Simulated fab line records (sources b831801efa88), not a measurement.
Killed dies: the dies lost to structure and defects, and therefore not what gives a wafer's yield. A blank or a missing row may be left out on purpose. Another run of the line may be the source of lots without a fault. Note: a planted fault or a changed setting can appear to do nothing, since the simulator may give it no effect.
fab line records    flow gf180mcu    part 1 of 2: steps 1 to 29 of 39
record lots=5  wafers=15  lastDay=33
route steps=602 shown CONTACT@301 M1@315 V1@335
lots with no fault: from the same line, run without faults
startH: hours from the record's first day to the start of the lot's first wafer shown    waitH: hours since the lot's step before    " unchanged from the row above    L1.1+2: one row covering several wafers at once    - value missing, or start not given    * or withheld: withheld    < > ~ a bound
route shown NAME@n: names a module that has steps shown in the file, with the first one's number in the route    usual: the fault-free wafers' mean and standard deviation    same: alike in all rows    chamber/n: place in a boat    sites: the reading at each site    _std_site: standard deviation across them    _edge_site: the outer-site mean with the inner-site mean subtracted    radiusMm: for every site, how far away it sits from the centre of the wafer    mask NAME#n: copy n    behind: the tool/chamber that last shaped the wafer    hold: why the lot was held/for how many hours/how that ended    device: whichever transistor did not switch (one of n, p or np)    end of line: the same wafers' tests at the end of the route    a step without rows: its recipe alone    killed: at the first sort, the dies lost to defects and structure; wafer yield is something else    map: dies across one wafer; x = killed, . = not, _ = none there
set.NAME: the setting the step ran with; set.NAME@STEP: the setting that earlier step ran with    model.NAME: the simulator's own value behind a step, which no gauge read
certain route steps with their lots: each step a table, each wafer a row
services: from which hour (startH, from the record's first day; less than 0 if before it) a tool's chamber was out of use, for how many hours, and why
## steps
# step GF_CONTACT_CD_MEAS_14
# recipe targetCdNm=220
# usual cdNm=220.0/1.7
lot.wafer  tool      chamber  startH  waitH  cdNm
L080.1     cdSem-01  -        418.77  0.1    220.8
L080.2     "         -        "       "      218.2
L080.5     "         -        "       "      220.5
L086.1     cdSem-01  -        469.32  0.1    221.6
L086.2     "         -        "       "      220.4
L086.6     "         -        "       "      221.2
L088.2     cdSem-02  -        488.74  0.1    221.6
L088.3     "         -        "       "      221.9
L088.6     "         -        "       "      222.3
L090.1     cdSem-01  -        501.12  0.1    217.3
L090.2     "         -        "       "      216.9
L090.5     "         -        "       "      217.4
L092.1     cdSem-02  -        517.37  0.1    218.5
L092.5     "         -        "       "      219.1
L092.6     "         -        "       "      220.0
# step GF_CONTACT_OVL_MEAS_15
# usual CONTACT_OVL=-1/5.4
lot.wafer  tool        chamber  startH  waitH  CONTACT_OVL[nm]
L080.1     overlay-01  -        418.89  0.1    5
L080.2     "           -        "       "      -8
L080.5     "           -        "       "      4
L086.1     overlay-02  -        469.46  0.1    3
L086.2     "           -        "       "      5
L086.6     "           -        "       "      11
L088.2     overlay-01  -        488.84  0.1    6
L088.3     "           -        "       "      -5
L088.6     "           -        "       "      0
L090.1     overlay-01  -        501.24  0.1    -6
L090.2     "           -        "       "      5
L090.5     "           -        "       "      -5
L092.1     overlay-02  -        517.49  0.1    12
L092.5     "           -        "       "      9
L092.6     "           -        "       "      -5
# step GF_CONTACT_ETCH_16
# recipe chemistry=N2/H2  targetDepthA=withheld  overetchA=withheld  timeS=withheld  target=BARC  ionEnergyEv=200  sourceW=500  biasW=100  pressureMtorr=30  n2FlowSccm=100  h2FlowSccm=200
# usual drypumpMotorCurrentA=5.8/0.48  h2FlowSccm=200.0/0.6  oesProductAu=0.854/0.0052  throttleValvePct=13.225/0.0086
lot.wafer  tool        chamber  startH  waitH  drypumpMotorCurrentA  h2FlowSccm  oesProductAu  throttleValvePct
L080.1     rieDiel-04  1        418.93  0.0    5.2                   200.4       0.863         13.225
L080.2     "           0        "       "      5.7                   200.0       0.856         13.216
L080.5     "           0        "       "      5.7                   199.5       0.860         13.231
L086.1     rieDiel-04  3        469.50  0.0    6.4                   199.9       0.856         13.222
L086.2     "           1        "       "      5.2                   199.7       0.859         13.219
L086.6     "           3        "       "      6.4                   200.7       0.857         13.217
L088.2     rieDiel-01  2        488.87  0.0    6.1                   200.7       0.863         13.220
L088.3     "           3        "       "      6.0                   199.5       0.855         13.209
L088.6     "           2        "       "      6.2                   200.7       0.850         13.239
L090.1     rieDiel-02  1        501.28  0.0    5.7                   200.0       0.860         13.219
L090.2     "           2        "       "      6.2                   198.9       0.856         13.223
L090.5     "           2        "       "      6.2                   200.1       0.853         13.241
L092.1     rieDiel-01  2        517.53  0.0    6.2                   200.7       0.855         13.222
L092.5     "           3        "       "      6.0                   201.0       0.853         13.229
L092.6     "           0        "       "      5.7                   199.6       0.859         13.223
# step GF_CONTACT_ETCH_17
# recipe chemistry=C4F8/O2/Ar  maskMaterial=KrF  target=SiO2  stopOn=CoSi2  sourceW=1456  biasW=1200  pressureMtorr=40  c4f8FlowSccm=withheld  O2_flow_sccm=6  Ar_flow_sccm=300  timeS=withheld  targetDepthA=8600
# usual oesProductAu=0.816/0.0048
lot.wafer  tool        chamber  startH  waitH  oesProductAu
L080.1     rieDiel-04  1        -       -      0.815
L080.2     "           0        "       "      0.817
L080.5     "           0        "       "      0.814
L086.1     rieDiel-04  3        -       -      0.825
L086.2     "           1        "       "      0.820
L086.6     "           3        "       "      0.820
L088.2     rieDiel-01  2        -       -      0.807
L088.3     "           3        "       "      0.809
L088.6     "           2        "       "      0.819
L090.1     rieDiel-02  1        -       -      0.816
L090.2     "           2        "       "      0.820
L090.5     "           2        "       "      0.817
L092.1     rieDiel-01  2        -       -      0.820
L092.5     "           3        "       "      0.820
L092.6     "           0        "       "      0.810
# step GF_CONTACT_STRIP_18
# recipe chemistry=O2/N2  powerW=1400  pressureMtorr=1500  platenTempC=250  o2FlowSccm=3000  n2FlowSccm=300  overashFraction=0.5
# usual drypumpMotorCurrentA=5.6/0.39  heaterPowerW=298/14  oesProductAu=0.580/0.0047
lot.wafer  tool            chamber  startH  waitH  drypumpMotorCurrentA  heaterPowerW  oesProductAu  rfHoursCounterH
L080.1     plasmaAsher-03  0        419.09  -      5.9                   293           0.574         80
L080.2     "               1        "       "      5.5                   320           0.581         80
L080.5     "               1        "       "      5.5                   317           0.578         -
L086.1     plasmaAsher-02  1        469.66  -      6.0                   296           0.580         33
L086.2     "               0        "       "      5.4                   288           0.584         33
L086.6     "               1        "       "      6.0                   293           0.588         -
L088.2     plasmaAsher-02  1        489.04  -      6.1                   287           0.578         35
L088.3     "               0        "       "      5.3                   284           0.574         -
L088.6     "               1        "       "      6.1                   281           0.575         -
L090.1     plasmaAsher-02  1        501.44  -      6.1                   289           0.583         36
L090.2     "               0        "       "      5.4                   282           0.585         36
L090.5     "               0        "       "      5.4                   283           0.570         -
L092.1     plasmaAsher-02  1        517.69  -      6.1                   288           0.581         38
L092.5     "               0        "       "      5.3                   290           0.581         -
L092.6     "               1        "       "      6.1                   293           0.584         -
# step GF_CONTACT_CLEAN_19
# recipe chemistry=SPM
lot.wafer   tool         chamber  startH  waitH
L080.1+2+5  wetBench-01  3        419.19  0.1
L086.1+2+6  wetBench-04  0        469.76  0.1
L088.2+3+6  wetBench-02  1        489.14  0.1
L090.1+2+5  wetBench-04  1        501.54  0.1
L092.1+5+6  wetBench-04  0        517.79  0.1
# step GF_CONTACT_CLEAN_20
# recipe chemistry=DIW
lot.wafer   tool         chamber  startH  waitH
L080.1+2+5  wetBench-02  2        419.29  0.0
L086.1+2+6  wetBench-01  0        469.86  0.0
L088.2+3+6  wetBench-01  0        489.24  0.0
L090.1+2+5  wetBench-01  1        501.65  0.0
L092.1+5+6  wetBench-01  2        517.89  0.0
# step GF_CONTACT_CLEAN_21
# recipe chemistry=dHF  timeS=20  dilution=100:1  dry=ipaMarangoni
lot.wafer   tool         chamber  startH  waitH
L080.1+2+5  wetBench-01  3        419.38  0.0
L086.1+2+6  wetBench-02  0        469.95  0.0
L088.2+3+6  wetBench-02  0        489.33  0.0
L090.1+2+5  wetBench-02  3        501.74  0.0
L092.1+5+6  wetBench-02  0        517.99  0.0
# step GF_CONTACT_SPUTTER_22
# recipe material=Ti  targetThkNm=15  chamberPressurePa=5  powerW=2500  substrateTempC=200  timeS=80.02
# usual throttleValvePct=30.4/1.1
lot.wafer  tool           chamber  startH  waitH  throttleValvePct
L080.1     pvdSputter-02  -        419.40  0.0    29.0
L080.2     "              -        "       "      31.4
L080.5     "              -        "       "      31.3
L086.1     pvdSputter-04  -        469.97  0.0    31.2
L086.2     "              -        "       "      30.0
L086.6     "              -        "       "      31.2
L088.2     pvdSputter-02  -        489.34  0.0    29.3
L088.3     "              -        "       "      30.9
L088.6     "              -        "       "      28.6
L090.1     pvdSputter-04  -        501.75  0.0    29.7
L090.2     "              -        "       "      31.6
L090.5     "              -        "       "      31.0
L092.1     pvdSputter-03  -        518.00  0.0    30.7
L092.5     "              -        "       "      30.7
L092.6     "              -        "       "      28.2
# step GF_CONTACT_SPUTTER_23
# recipe material=TiN  targetThkNm=10  chamberPressurePa=5  powerW=4000  timeS=40
# usual throttleValvePct=30.4/1.1
lot.wafer  tool           chamber  startH  waitH  throttleValvePct
L080.1     pvdSputter-02  -        419.46  0.0    28.8
L080.2     "              -        "       "      31.3
L080.5     "              -        "       "      31.3
L086.1     pvdSputter-04  -        470.03  0.0    31.1
L086.2     "              -        "       "      30.1
L086.6     "              -        "       "      31.2
L088.2     pvdSputter-02  -        489.40  0.0    29.2
L088.3     "              -        "       "      31.0
L088.6     "              -        "       "      28.7
L090.1     pvdSputter-04  -        501.82  0.0    29.7
L090.2     "              -        "       "      31.6
L090.5     "              -        "       "      31.2
L092.1     pvdSputter-03  -        518.06  0.0    30.7
L092.5     "              -        "       "      30.8
L092.6     "              -        "       "      27.8
# step GF_CONTACT_CVD_24
# recipe material=W  targetThkNm=300  timeS=90.339  tempC=400  pressureTorr=40
# usual heaterPowerW=860/30
lot.wafer  tool     chamber  startH  waitH  heaterPowerW  sinceWetCleanH
L080.1     cvdW-01  0        419.50  0.0    908           516
L080.2     "        1        "       "      835           516
L080.5     "        1        "       "      859           -
L086.1     cvdW-02  0        470.07  0.0    831           66
L086.2     "        1        "       "      860           66
L086.6     "        0        "       "      839           -
L088.2     cvdW-02  0        489.44  0.0    833           85
L088.3     "        1        "       "      859           -
L088.6     "        0        "       "      816           -
L090.1     cvdW-01  1        501.85  0.0    857           598
L090.2     "        0        "       "      887           598
L090.5     "        0        "       "      878           -
L092.1     cvdW-01  1        518.10  0.0    856           614
L092.5     "        0        "       "      891           -
L092.6     "        1        "       "      850           -
# step GF_CONTACT_RS_MEAS_25
# recipe thkMeasGauge=four-point-probe  reads=W_of_CONTACT_CVD_24+TiN_of_CONTACT_SPUTTER_23+Ti_of_CONTACT_SPUTTER_22
# usual CONTACT_W_RS=0.383/0.0042
lot.wafer  tool          chamber  startH  waitH  CONTACT_W_RS[ohm/sq]
L080.1     filmMetro-01  -        419.60  0.1    0.380
L080.2     "             -        "       "      0.381
L080.5     "             -        "       "      0.383
L086.1     filmMetro-03  -        470.17  0.1    0.386
L086.2     "             -        "       "      0.385
L086.6     "             -        "       "      0.379
L088.2     filmMetro-03  -        489.56  0.1    0.386
L088.3     "             -        "       "      0.385
L088.6     "             -        "       "      0.383
L090.1     filmMetro-02  -        501.95  0.1    0.390
L090.2     "             -        "       "      0.382
L090.5     "             -        "       "      0.382
L092.1     filmMetro-01  -        518.20  0.1    0.381
L092.5     "             -        "       "      0.377
L092.6     "             -        "       "      0.383
# step GF_CONTACT_THK_MEAS_26
# recipe thkMeasGauge=xrf  reads=W_of_CONTACT_CVD_24
# usual CONTACT_W_THK=300/3.4
lot.wafer  tool          chamber  startH  waitH  CONTACT_W_THK[nm]
L080.1     filmMetro-01  -        419.72  0.1    303
L080.2     "             -        "       "      301
L080.5     "             -        "       "      301
L086.1     filmMetro-03  -        470.29  0.1    299
L086.2     "             -        "       "      301
L086.6     "             -        "       "      305
L088.2     filmMetro-03  -        489.67  0.1    297
L088.3     "             -        "       "      297
L088.6     "             -        "       "      299
L090.1     filmMetro-02  -        502.07  0.1    299
L090.2     "             -        "       "      302
L090.5     "             -        "       "      304
L092.1     filmMetro-01  -        518.32  0.1    299
L092.5     "             -        "       "      303
L092.6     "             -        "       "      297
# step GF_CONTACT_CMP_27
# recipe stopOn=SiO2  downForcePsi=3.5  platenRpm=60  tOverpolishS=15  targetThkNm=0  padVelocityMS=0.94248
# usual motorCurrentA=10.6/0.63  overpolishRunS=15.000/0.0094  timeToEndpointS=70/3.6
lot.wafer  tool    chamber  startH  waitH  motorCurrentA  overpolishRunS  timeToEndpointS
L080.2     cmp-01  3        419.78  0.0    10.6           14.999          69
L080.1     "       2        "       "      9.8            14.995          67
L080.5     "       3        "       "      10.7           15.019          68
L086.1     cmp-01  0        470.40  0.1    10.8           15.012          74
L086.2     "       2        "       "      10.0           14.989          75
L086.6     "       3        "       "      10.5           15.011          74
L088.2     cmp-02  3        489.77  0.1    11.2           15.003          63
L088.3     "       0        "       "      11.1           15.011          64
L088.6     "       2        "       "      9.9            15.007          76
L090.1     cmp-01  0        502.23  0.1    10.8           15.006          73
L090.2     "       1        "       "      11.8           15.011          76
L090.5     "       2        "       "      10.3           14.998          72
L092.1     cmp-02  2        518.83  0.5    10.6           14.997          69
L092.5     "       2        "       "      9.9            15.019          71
L092.6     "       3        "       "      11.3           15.011          65
# step GF_M1_SPUTTER_00
# recipe material=Ti  targetThkNm=37.5  arrivingIonEnergyEv=80  substrateTempC=200  chamberPressurePa=2  powerW=4000  timeS=150
# usual throttleValvePct=30.4/1.1
lot.wafer  tool           chamber  startH  waitH  throttleValvePct
L080.1     pvdSputter-04  -        420.08  0.1    31.9
L080.2     "              -        "       "      30.1
L080.5     "              -        "       "      30.1
L086.1     pvdSputter-01  -        470.65  0.2    28.6
L086.2     "              -        "       "      30.0
L086.6     "              -        "       "      30.1
L088.2     pvdSputter-04  -        490.02  0.2    31.9
L088.3     "              -        "       "      31.3
L088.6     "              -        "       "      31.5
L090.1     pvdSputter-01  -        502.43  0.1    30.0
L090.2     "              -        "       "      28.4
L090.5     "              -        "       "      28.9
L092.1     pvdSputter-03  -        519.13  0.2    31.5
L092.5     "              -        "       "      31.1
L092.6     "              -        "       "      30.8
# step GF_M1_SPUTTER_01
# recipe material=TiN  targetThkNm=30  powerW=6500  timeS=25  chamberPressurePa=0.4
# usual throttleValvePct=30.3/1
lot.wafer  tool           chamber  startH  waitH  throttleValvePct
L080.1     pvdSputter-04  -        420.18  0.1    31.6
L080.2     "              -        "       "      29.9
L080.5     "              -        "       "      30.0
L086.1     pvdSputter-01  -        470.75  0.1    28.5
L086.2     "              -        "       "      30.1
L086.6     "              -        "       "      29.9
L088.2     pvdSputter-04  -        490.14  0.1    31.5
L088.3     "              -        "       "      30.9
L088.6     "              -        "       "      31.3
L090.1     pvdSputter-01  -        502.53  0.1    29.8
L090.2     "              -        "       "      28.4
L090.5     "              -        "       "      28.3
L092.1     pvdSputter-03  -        519.23  0.1    31.2
L092.5     "              -        "       "      31.3
L092.6     "              -        "       "      30.6
# step GF_M1_SPUTTER_02
# recipe material=AlCu  targetThkNm=450  powerW=10600  timeS=23.9  chamberPressurePa=0.4
# usual throttleValvePct=30.3/1.1
lot.wafer  tool           chamber  startH  waitH  throttleValvePct
L080.1     pvdSputter-04  -        420.21  0.0    31.6
L080.2     "              -        "       "      29.9
L080.5     "              -        "       "      29.9
L086.1     pvdSputter-01  -        470.78  0.0    28.5
L086.2     "              -        "       "      30.1
L086.6     "              -        "       "      30.1
L088.2     pvdSputter-04  -        490.17  0.0    31.6
L088.3     "              -        "       "      31.3
L088.6     "              -        "       "      31.0
L090.1     pvdSputter-01  -        502.57  0.0    30.1
L090.2     "              -        "       "      28.5
L090.5     "              -        "       "      28.2
L092.1     pvdSputter-03  -        519.26  0.0    31.3
L092.5     "              -        "       "      31.3
L092.6     "              -        "       "      30.8
# step GF_M1_SPUTTER_03
# recipe material=Ti  targetThkNm=10  substrateTempC=300  chamberPressurePa=0.3  powerW=3000  timeS=6.7
# usual throttleValvePct=30.3/1
lot.wafer  tool           chamber  startH  waitH  throttleValvePct
L080.1     pvdSputter-04  -        420.24  0.0    31.6
L080.2     "              -        "       "      29.9
L080.5     "              -        "       "      30.0
L086.1     pvdSputter-01  -        470.81  0.0    28.1
L086.2     "              -        "       "      30.0
L086.6     "              -        "       "      29.9
L088.2     pvdSputter-04  -        490.20  0.0    31.5
L088.3     "              -        "       "      31.4
L088.6     "              -        "       "      31.4
L090.1     pvdSputter-01  -        502.60  0.0    30.1
L090.2     "              -        "       "      28.4
L090.5     "              -        "       "      28.6
L092.1     pvdSputter-03  -        519.29  0.0    31.2
L092.5     "              -        "       "      31.1
L092.6     "              -        "       "      30.8
# step GF_M1_SPUTTER_04
# recipe material=TiN  targetThkNm=50  powerW=6500  timeS=41.7  chamberPressurePa=0.4
# usual throttleValvePct=30.3/1
lot.wafer  tool           chamber  startH  waitH  throttleValvePct
L080.1     pvdSputter-04  -        420.26  0.0    31.6
L080.2     "              -        "       "      30.2
L080.5     "              -        "       "      30.2
L086.1     pvdSputter-01  -        470.83  0.0    28.7
L086.2     "              -        "       "      30.3
L086.6     "              -        "       "      29.9
L088.2     pvdSputter-04  -        490.23  0.0    31.9
L088.3     "              -        "       "      31.1
L088.6     "              -        "       "      31.2
L090.1     pvdSputter-01  -        502.62  0.0    30.0
L090.2     "              -        "       "      28.5
L090.5     "              -        "       "      28.4
L092.1     pvdSputter-03  -        519.31  0.0    31.5
L092.5     "              -        "       "      31.0
L092.6     "              -        "       "      30.6
# step GF_M1_RS_MEAS_05
# recipe thkMeasGauge=four-point-probe  reads=TiN_of_M1_SPUTTER_04+Ti_of_M1_SPUTTER_03+AlCu_of_M1_SPUTTER_02+TiN_of_M1_SPUTTER_01+Ti_of_M1_SPUTTER_00
# usual M1_ALCU_RS=0.0695/0.00072
lot.wafer  tool          chamber  startH  waitH  M1_ALCU_RS[ohm/sq]
L080.1     filmMetro-03  -        420.30  0.0    0.0703
L080.2     "             -        "       "      0.0696
L080.5     "             -        "       "      0.0693
L086.1     filmMetro-04  -        470.87  0.0    0.0694
L086.2     "             -        "       "      0.0692
L086.6     "             -        "       "      0.0696
L088.2     filmMetro-04  -        490.29  0.0    0.0700
L088.3     "             -        "       "      0.0695
L088.6     "             -        "       "      0.0695
L090.1     filmMetro-04  -        502.66  0.0    0.0700
L090.2     "             -        "       "      0.0701
L090.5     "             -        "       "      0.0703
L092.1     filmMetro-02  -        519.35  0.0    0.0691
L092.5     "             -        "       "      0.0693
L092.6     "             -        "       "      0.0698
# step GF_M1_THK_MEAS_06
# recipe thkMeasGauge=xrf  reads=AlCu_of_M1_SPUTTER_02
# usual M1_ALCU_THK=449/5.3
lot.wafer  tool          chamber  startH  waitH  M1_ALCU_THK[nm]
L080.1     filmMetro-03  -        420.42  0.1    443
L080.2     "             -        "       "      450
L080.5     "             -        "       "      454
L086.1     filmMetro-04  -        470.99  0.1    449
L086.2     "             -        "       "      449
L086.6     "             -        "       "      450
L088.2     filmMetro-04  -        490.40  0.1    446
L088.3     "             -        "       "      448
L088.6     "             -        "       "      449
L090.1     filmMetro-04  -        502.78  0.1    447
L090.2     "             -        "       "      447
L090.5     "             -        "       "      446
L092.1     filmMetro-02  -        519.47  0.1    447
L092.5     "             -        "       "      448
L092.6     "             -        "       "      444
# step GF_M1_DEHYDRATE_07
# recipe tempC=200  timeS=60
lot.wafer   tool           chamber  startH  waitH
L080.1+2+5  lithoTrack-03  0        431.65  11.2
L086.1+2+6  lithoTrack-03  0        481.85  10.9
L088.2+3+6  lithoTrack-04  0        501.14  10.7
L090.1+2+5  lithoTrack-04  0        513.87  11.1
L092.1+5+6  lithoTrack-01  0        530.47  11.0
# step GF_M1_HMDS_08
# recipe primeTimeS=60  primeTempC=120
lot.wafer   tool           chamber  startH  waitH
L080.1+2+5  lithoTrack-03  0        431.80  0.1
L086.1+2+6  lithoTrack-03  0        482.00  0.1
L088.2+3+6  lithoTrack-04  0        501.29  0.1
L090.1+2+5  lithoTrack-04  0        514.02  0.1
L092.1+5+6  lithoTrack-01  0        530.62  0.1
# step GF_M1_COAT_09
# recipe resist=KrF  spinRpm=withheld  resistThkNm=1000
lot.wafer   tool           chamber  startH  waitH
L080.1+2+5  lithoTrack-03  0        431.95  0.1
L086.1+2+6  lithoTrack-03  0        482.15  0.1
L088.2+3+6  lithoTrack-04  0        501.44  0.1
L090.1+2+5  lithoTrack-04  0        514.17  0.1
L092.1+5+6  lithoTrack-01  0        530.77  0.1
# step GF_M1_SOFTBAKE_10
# recipe tempC=130  timeS=60  resist=KrF
lot.wafer   tool           chamber  startH  waitH
L080.1+2+5  lithoTrack-03  0        432.10  0.1
L086.1+2+6  lithoTrack-03  0        482.30  0.1
L088.2+3+6  lithoTrack-04  0        501.59  0.1
L090.1+2+5  lithoTrack-04  0        514.32  0.1
L092.1+5+6  lithoTrack-01  0        530.92  0.1
# step GF_M1_EXPOSE_11
# recipe maskId=Metal1  targetCdNm=230  na=0.68  sourceShape=conventional  sigmaOuter=0.6  doseMj=28
# same na=0.68
lot.wafer   tool           chamber  startH  waitH  mask
L080.1+2+5  krfScanner-01  0        -       -      Metal1#0
L086.1+2+6  krfScanner-02  0        -       -      Metal1#0
L088.2+3+6  krfScanner-01  0        -       -      Metal1#0
L090.1+2+5  krfScanner-01  0        -       -      Metal1#0
L092.1+5+6  krfScanner-01  0        -       -      Metal1#0
# step GF_M1_PEB_12
# recipe pebTempC=135  pebTimeS=90  resist=KrF
lot.wafer   tool           chamber  startH  waitH
L080.1+2+5  lithoTrack-01  0        -       -
L086.1+2+6  lithoTrack-04  0        -       -
L088.2+3+6  lithoTrack-01  0        -       -
L090.1+2+5  lithoTrack-03  0        -       -
L092.1+5+6  lithoTrack-01  0        -       -
# step GF_M1_DEVELOP_13
# recipe developTimeS=60  devTempC=21
lot.wafer   tool           chamber  startH  waitH
L080.1+2+5  lithoTrack-01  0        443.97  0.2
L086.1+2+6  lithoTrack-04  0        493.22  0.2
L088.2+3+6  lithoTrack-01  0        513.24  0.2
L090.1+2+5  lithoTrack-03  0        525.25  0.2
L092.1+5+6  lithoTrack-01  0        541.72  0.2
# step GF_M1_CD_MEAS_14
# recipe targetCdNm=230
# usual cdNm=229.8/1.5
lot.wafer  tool      chamber  startH  waitH  cdNm
L080.1     cdSem-01  -        444.12  0.1    230.0
L080.2     "         -        "       "      230.6
L080.5     "         -        "       "      231.3
L086.1     cdSem-02  -        493.37  0.1    228.5
L086.2     "         -        "       "      229.5
L086.6     "         -        "       "      228.1
L088.2     cdSem-01  -        513.39  0.1    229.5
L088.3     "         -        "       "      229.4
L088.6     "         -        "       "      229.9
L090.1     cdSem-02  -        525.40  0.1    229.6
L090.2     "         -        "       "      229.3
L090.5     "         -        "       "      229.9
L092.1     cdSem-01  -        541.87  0.1    231.2
L092.5     "         -        "       "      231.9
L092.6     "         -        "       "      231.2
